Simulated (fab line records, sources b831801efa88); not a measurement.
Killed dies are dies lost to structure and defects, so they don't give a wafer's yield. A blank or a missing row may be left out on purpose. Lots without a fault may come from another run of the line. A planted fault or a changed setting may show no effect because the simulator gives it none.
Chamber matching | flow sky130 | SKY_VIA1_ETCH_15 on rie_diel-04: 4 sister chambers
The step etches SiO2 in C4F8/O2/Ar, stops on TiN, target depth 351 nm, time 54 s. 24 wafers are shown with their chamber, then 12 later ones without.

WAFERS WITH THEIR CHAMBER
wafer  | chamber | oes_product_au (a.u.) | rf_fwd_power_W (W)
L076.1 | 3       | 0.983                 | 1488
L076.3 | 2       | 0.981                 | 1497
L076.6 | 1       | 0.987                 | 1478
L080.1 | 1       | 0.984                 | 1493
L080.2 | 2       | 0.972                 | 1488
L080.6 | 2       | 0.990                 | 1486
L082.2 | 3       | 0.977                 | 1488
L082.3 | 1       | 0.983                 | 1487
L082.4 | 2       | 0.978                 | 1489
L084.1 | 3       | 0.986                 | 1488
L084.3 | 2       | 0.976                 | 1485
L084.6 | 0       | 0.982                 | 1492
L085.1 | 3       | 0.986                 | 1487
L085.2 | 2       | 0.978                 | 1489
L085.4 | 0       | 0.988                 | 1473
L086.2 | 2       | 0.987                 | 1480
L086.4 | 0       | 0.979                 | 1492
L086.5 | 3       | 0.975                 | 1481
L088.1 | 1       | 0.986                 | 1488
L088.4 | 3       | 0.989                 | 1482
L088.6 | 1       | 0.987                 | 1483
L090.1 | 2       | 0.981                 | 1485
L090.5 | 3       | 0.982                 | 1484
L090.6 | 2       | 0.979                 | 1484

SIGNATURES (means of the wafers above)
reading        | chamber 0 | chamber 1 | chamber 2 | chamber 3 | scatter within a chamber
oes_product_au | 0.98300   | 0.98540   | 0.98022   | 0.98257   | 0.00474
rf_fwd_power_W | 1485.67   | 1485.80   | 1487.00   | 1485.43   | 5.47
Rule: a wafer's distance from a chamber is the root of the sum, over the readings, of the square of ((its reading less the chamber's mean) divided by the reading's scatter). The wafer belongs to the nearest chamber; if the next one is less than 2 further off, it can't be placed. The scatter: the root of (the sum of the squares of (reading less its chamber's mean) over the shown wafers, divided by (wafers less chambers)).

WAFERS WITHOUT THEIR CHAMBER
wafer  | oes_product_au (a.u.) | rf_fwd_power_W (W)
L094.2 | 0.973                 | 1493
L094.3 | 0.984                 | 1484
L094.4 | 0.983                 | 1487
L095.2 | 0.977                 | 1480
L095.3 | 0.981                 | 1485
L095.4 | 0.985                 | 1492
L096.2 | 0.981                 | 1487
L096.4 | 0.979                 | 1481
L096.6 | 0.981                 | 1482
L097.2 | 0.988                 | 1488
L097.3 | 0.980                 | 1499
L097.5 | 0.993                 | 1486

WHICH CHAMBER EACH WENT THROUGH
wafer  | from the rows above               | in truth
L094.2 | can't be placed: 2 or 3 or 0 or 1 | 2
L094.3 | can't be placed: 0 or 3 or 1 or 2 | 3
L094.4 | can't be placed: 0 or 3 or 1 or 2 | 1
L095.2 | can't be placed: 2 or 3 or 0 or 1 | 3
L095.3 | can't be placed: 3 or 2 or 0 or 1 | 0
L095.4 | can't be placed: 1 or 0 or 3 or 2 | 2
L096.2 | can't be placed: 2 or 3 or 0 or 1 | 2
L096.4 | can't be placed: 3 or 2 or 0 or 1 | 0
L096.6 | can't be placed: 3 or 0 or 2 or 1 | 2
L097.2 | can't be placed: 1 or 0 or 3 or 2 | 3
L097.3 | can't be placed: 2 or 0 or 3 or 1 | 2
L097.5 | can't be placed: 1 or 0 or 3 or 2 | 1
Placed correctly: 0 of 12. Can't be placed from these rows: 12 (the true chamber is among the candidates in 12). Placed wrongly: 0.
